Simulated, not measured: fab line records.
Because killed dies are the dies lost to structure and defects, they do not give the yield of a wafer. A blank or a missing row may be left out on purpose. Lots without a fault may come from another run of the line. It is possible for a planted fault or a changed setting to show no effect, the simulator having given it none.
Struck lot and sound lot, side by side -- flow sky130 -- 23 steps out of a route of 708
Sound: these wafers, L431.2, L431.3, L431.6. Wafers L439.1, L439.3, L439.5 were the ones struck. At the end, the cause is stated.
Per side, at each step with rows, come the tool, then ch with its chambers, and then its first start. Under that, the readings that differ: sound wafers -- struck wafers -- difference of the means -- sigmas: that difference in standard deviations of wafers without a fault.
alike: words and numbers the same on both sides, and readings whose means are apart by under 2 such deviations; not compared: readings that were withheld, readings missing a value for some wafer, numbers with overlapping values and no deviation given by the record, and bounds like >300 which may hide the same value.
The two part at a step that has a row with sigmas, a row that says differs or no value, or rows on one side only. Numbers that have no deviation but don't overlap get no sigmas and don't part them. Lack of a reading on every wafer of one side parts them only where that side has two or more wafers.

first, 6 steps without rows for these wafers: SKY_VT_ADJUST_LVTN_HMDS_12 (prime time 60 s); SKY_VT_ADJUST_LVTN_COAT_13 (resist thk 1140 nm); SKY_VT_ADJUST_LVTN_SOFTBAKE_14 (time 60 s); SKY_VT_ADJUST_LVTN_EXPOSE_15 (exposes mask HVN STD DERIVED, target cd 600 nm); SKY_VT_ADJUST_LVTN_PEB_16; SKY_VT_ADJUST_LVTN_DEVELOP_17 (develop time 60 s).
SKY_VT_ADJUST_LVTN_OVL_MEAS_18:
  struck on overlay-02, day 9 12:30; sound on overlay-02, day 8 18:48
  alike: VT_ADJUST_LVTN_01_OVL
following that, these wafers have no rows for 1 step: SKY_VT_ADJUST_LVTN_IMPLANT_19.
SKY_VT_ADJUST_LVTN_STRIP_20: strips in O2/N2.
  sound on plasma asher-03 ch 1, day 8 18:59; struck on plasma asher-02 ch 0,1, day 9 12:41
reading,sound,struck,difference,sigmas
drypump motor current A (A),5.17 5.17 5.16,5.78 5.82 5.81,+0.64,+2
  alike: oes product au, strip time to endpoint s
  not compared: rf hours counter h
SKY_VT_ADJUST_LVTN_TW_MEAS_21:
  struck on film metro-01, day 9 12:47; sound on film metro-03, day 8 19:05
  alike: VT_ADJUST_LVTN_2_TW
then, 2 steps without rows for these wafers: SKY_VT_ADJUST_NCORE_DEHYDRATE_00 (time 60 s); SKY_VT_ADJUST_NCORE_HMDS_01 (prime time 60 s).
SKY_VT_ADJUST_NCORE_COAT_02: resist thk 1140 nm.
  sound on litho track-01 ch 0, day 9 05:58; struck on litho track-03 ch 0, day 9 23:07
reading,sound,struck,difference,sigmas
model.NOVOLAK_of_VT_ADJUST_NCORE_COAT_02.thk nm (nm),1144 1146 1145,1195 1195 1191,+49,
then, 3 steps without rows for these wafers: SKY_VT_ADJUST_NCORE_SOFTBAKE_03 (time 60 s); SKY_VT_ADJUST_NCORE_EXPOSE_04 (exposes mask LVTN COMPLEMENT THIN, target cd 380 nm); SKY_VT_ADJUST_NCORE_PEB_05.
SKY_VT_ADJUST_NCORE_DEVELOP_06: develop time 60 s.
  sound on litho track-03 ch 0, day 9 16:57; struck on litho track-01 ch 0, day 10 10:09
reading,sound,struck,difference,sigmas
model.NOVOLAK_of_VT_ADJUST_NCORE_COAT_02.thk nm (nm),1144 1146 1144,1195 1195 1190,+49,
  alike: developer temp C
SKY_VT_ADJUST_NCORE_CD_MEAS_07: target cd 380 nm.
  struck on cd sem-01, day 10 10:18; sound on cd sem-01, day 9 17:05
reading,sound,struck,difference,sigmas
cd nm (nm),380.2 381.6 383.8,375.6 374.9 376.6,-6.2,-2
SKY_VT_ADJUST_NCORE_OVL_MEAS_08:
  struck on overlay-01, day 10 10:25; sound on overlay-01, day 9 17:12
  alike: VT_ADJUST_NCORE_OVL
following that, these wafers have no rows for 1 step: SKY_VT_ADJUST_NCORE_IMPLANT_09.
SKY_VT_ADJUST_NCORE_STRIP_10: strips in O2/N2.
  sound on plasma asher-04 ch 0,1, day 9 17:23; struck on plasma asher-03 ch 1, day 10 10:36
reading,sound,struck,difference,sigmas
drypump motor current A (A),5.82 5.81 5.80,5.12 5.14 5.11,-0.69,-3
strip time to endpoint s (s),14.22 14.25 14.23,14.79 14.80 14.76,+0.55,+13
  alike: oes product au
  not compared: rf hours counter h
SKY_VT_ADJUST_NCORE_TW_MEAS_11:
  struck on film metro-04, day 10 10:42; sound on film metro-01, day 9 17:29
  alike: VT_ADJUST_NCORE_TW
-- the record jumps here: 38 days lie between the struck wafers' starts before and after (it left off in module VT_ADJUST_NCORE and takes up again in module PAD_OPEN, whose first step shown is number 708 of the route) --
SKY_PAD_OPEN_PROBE_99:
  struck on prober-01, day 48 11:36; sound on prober-02, day 47 20:23
  alike: killed_at_M0_to_M3, killed_at_M4_up, killed at contacts, killed at front end, killed at other, killed dies, killed on rim, killed open, killed short

## WHERE THEY PART
Last at SKY_VT_ADJUST_NCORE_STRIP_10 as far as this record goes, first at SKY_VT_ADJUST_LVTN_STRIP_20. Later steps at which nothing parts them and some readings are alike: SKY_VT_ADJUST_NCORE_TW_MEAS_11, SKY_PAD_OPEN_PROBE_99.

WHY: what the simulator had put in
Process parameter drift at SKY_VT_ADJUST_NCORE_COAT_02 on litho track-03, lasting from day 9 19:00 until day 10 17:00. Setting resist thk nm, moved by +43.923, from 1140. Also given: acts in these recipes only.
